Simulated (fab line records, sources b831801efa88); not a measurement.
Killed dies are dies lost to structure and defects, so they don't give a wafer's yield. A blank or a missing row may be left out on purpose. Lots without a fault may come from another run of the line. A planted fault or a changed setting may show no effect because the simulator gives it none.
Which tool did it? | flow gf180mcu | 13 lots, 39 wafers sampled, at 4 steps of a route of 602

WHAT THE GAUGES READ, wafer by wafer
GF_V5_THK_MEAS_01. Usual: V5_CVD_00_THK 300.4 nm, standard deviation 2.9.
lot  | measured     | on            | V5_CVD_00_THK (nm) | flag
L540 | day 26 08:15 | film_metro-03 | 302.8 302.0 302.7  |
L541 | day 26 20:48 | film_metro-02 | 299.0 299.2 299.7  |
L542 | day 27 01:19 | film_metro-03 | 301.5 300.3 300.7  |
L544 | day 27 19:40 | film_metro-03 | 298.3 295.1 300.2  |
L545 | day 28 01:35 | film_metro-03 | 299.3 304.2 301.4  |
L546 | day 28 13:07 | film_metro-03 | 305.0 299.9 304.2  |
L547 | day 28 17:21 | film_metro-04 | 300.4 299.5 300.6  |
L548 | day 28 21:58 | film_metro-04 | 303.1 300.8 301.3  |
L549 | day 29 05:49 | film_metro-04 | 297.9 301.8 301.7  |
L552 | day 30 00:26 | film_metro-03 | 304.6 301.8 302.7  |
L553 | day 30 14:07 | film_metro-02 | 301.1 301.1 300.7  |
L558 | day 31 19:48 | film_metro-02 | 301.9 299.6 298.6  |
L563 | day 33 03:52 | film_metro-03 | 294.7 298.2 296.6  |

GF_V5_BOW_MEAS_05. Usual: V5_BOW 134 um, standard deviation 9.4.
lot  | measured     | on            | V5_BOW (um) | flag
L540 | day 26 08:47 | film_metro-03 | 162 147 153 |
L541 | day 26 21:20 | film_metro-02 | 126 136 119 |
L542 | day 27 01:51 | film_metro-03 | 130 140 136 |
L544 | day 27 20:26 | film_metro-04 | 126 133 138 |
L545 | day 28 02:07 | film_metro-02 | 136 139 138 |
L546 | day 28 13:39 | film_metro-04 | 131 144 132 |
L547 | day 28 17:56 | film_metro-03 | 131 128 129 |
L548 | day 28 22:30 | film_metro-02 | 134 133 138 |
L549 | day 29 06:34 | film_metro-03 | 137 143 148 |
L552 | day 30 00:58 | film_metro-04 | 122 126 126 |
L553 | day 30 14:40 | film_metro-04 | 124 126 125 |
L558 | day 31 20:21 | film_metro-03 | 140 138 134 |
L563 | day 33 04:23 | film_metro-03 | 137 132 142 |

WHICH TOOL RAN EACH LOT (tool, then ch and the chambers of the sampled wafers, then the start)
lot  | GF_M3_SPUTTER_03             | GF_V5_CVD_02
L540 | pvd_sputter-02, day 20 08:20 | pecvd-04 ch 1,2, day 26 08:19
L541 | pvd_sputter-02, day 20 23:41 | pecvd-03 ch 0,1, day 26 20:50
L542 | pvd_sputter-01, day 21 06:17 | pecvd-03 ch 0,1,2, day 27 01:22
L544 | pvd_sputter-02, day 22 02:38 | pecvd-01 ch 1,2, day 27 19:43
L545 | pvd_sputter-02, day 22 08:17 | pecvd-01 ch 0,1,2, day 28 01:39
L546 | pvd_sputter-02, day 22 21:32 | pecvd-03 ch 1,2, day 28 13:10
L547 | pvd_sputter-02, day 23 02:46 | pecvd-04 ch 0,1, day 28 17:25
L548 | pvd_sputter-02, day 23 08:19 | pecvd-03 ch 1,2, day 28 22:01
L549 | pvd_sputter-02, day 23 17:46 | pecvd-04 ch 1, day 29 05:55
L552 | pvd_sputter-01, day 24 16:42 | pecvd-01 ch 1,2, day 30 00:29
L553 | pvd_sputter-02, day 25 06:13 | pecvd-04 ch 0,1,2, day 30 14:09
L558 | pvd_sputter-01, day 26 17:59 | pecvd-04 ch 0,1, day 31 19:50
L563 | pvd_sputter-02, day 28 08:07 | pecvd-04 ch 0,2, day 33 03:55
- GF_M3_SPUTTER_03: material Ti, target thk 10 nm, time 6.7 s.
- GF_V5_CVD_02: deposits SiO2 from TEOS, target thk 1450 nm, time 163.28 s.

WHAT THE TOOLS THEMSELVES READ (means of the sampled wafers that have a number; where no wafer has one, the mark that the record gives instead)
GF_M3_SPUTTER_03. Usual: throttle_valve_pct 29.7 %, standard deviation 0.67.
lot  | tool           | throttle_valve_pct (%) | flag
L540 | pvd_sputter-02 | 28.9                   |
L541 | pvd_sputter-02 | 29.5                   |
L542 | pvd_sputter-01 | 30.1                   |
L544 | pvd_sputter-02 | 29.7                   |
L545 | pvd_sputter-02 | 29.0                   |
L546 | pvd_sputter-02 | 29.9                   |
L547 | pvd_sputter-02 | 29.1                   |
L548 | pvd_sputter-02 | 29.4                   |
L549 | pvd_sputter-02 | 29.3                   |
L552 | pvd_sputter-01 | 30.3                   |
L553 | pvd_sputter-02 | 29.7                   |
L558 | pvd_sputter-01 | 30.1                   |
L563 | pvd_sputter-02 | 29.5                   |

GF_V5_CVD_02. Usual: heater_power_outer_w 375 W, standard deviation 68; heater_power_w 620 W, standard deviation 120.
lot  | tool     | heater_power_outer_w (W) | heater_power_w (W) | flag
L540 | pecvd-04 | 371                      | 571                |
L541 | pecvd-03 | 270                      | 451                |
L542 | pecvd-03 | 327                      | 552                |
L544 | pecvd-01 | 461                      | 799                |
L545 | pecvd-01 | 452                      | 744                |
L546 | pecvd-03 | 322                      | 560                |
L547 | pecvd-04 | 367                      | 589                |
L548 | pecvd-03 | 365                      | 629                |
L549 | pecvd-04 | 334                      | 525                |
L552 | pecvd-01 | 414                      | 751                |
L553 | pecvd-04 | 390                      | 605                |
L558 | pecvd-04 | 402                      | 641                |
L563 | pecvd-04 | 358                      | 557                |

THE ANSWER, worked out from the rows above alone
Rule: a lot is off if the mean of its wafers that have a number lies more than 3 standard deviations from the usual mean. A lot without any number at a reading at which 4 lots or more have one is off too. The other lots that the step has rows for count as sound. The gauges are gone through in route order, then the tools' own readings, and for those a lot's mean is taken as printed above. The first step at which some lot is off is used, and at that step the reading that is off furthest; a lot without a number counts as furthest.
No lot is off at any reading shown: from this, nothing can be told.

WHAT THE SIMULATOR HAD PUT IN
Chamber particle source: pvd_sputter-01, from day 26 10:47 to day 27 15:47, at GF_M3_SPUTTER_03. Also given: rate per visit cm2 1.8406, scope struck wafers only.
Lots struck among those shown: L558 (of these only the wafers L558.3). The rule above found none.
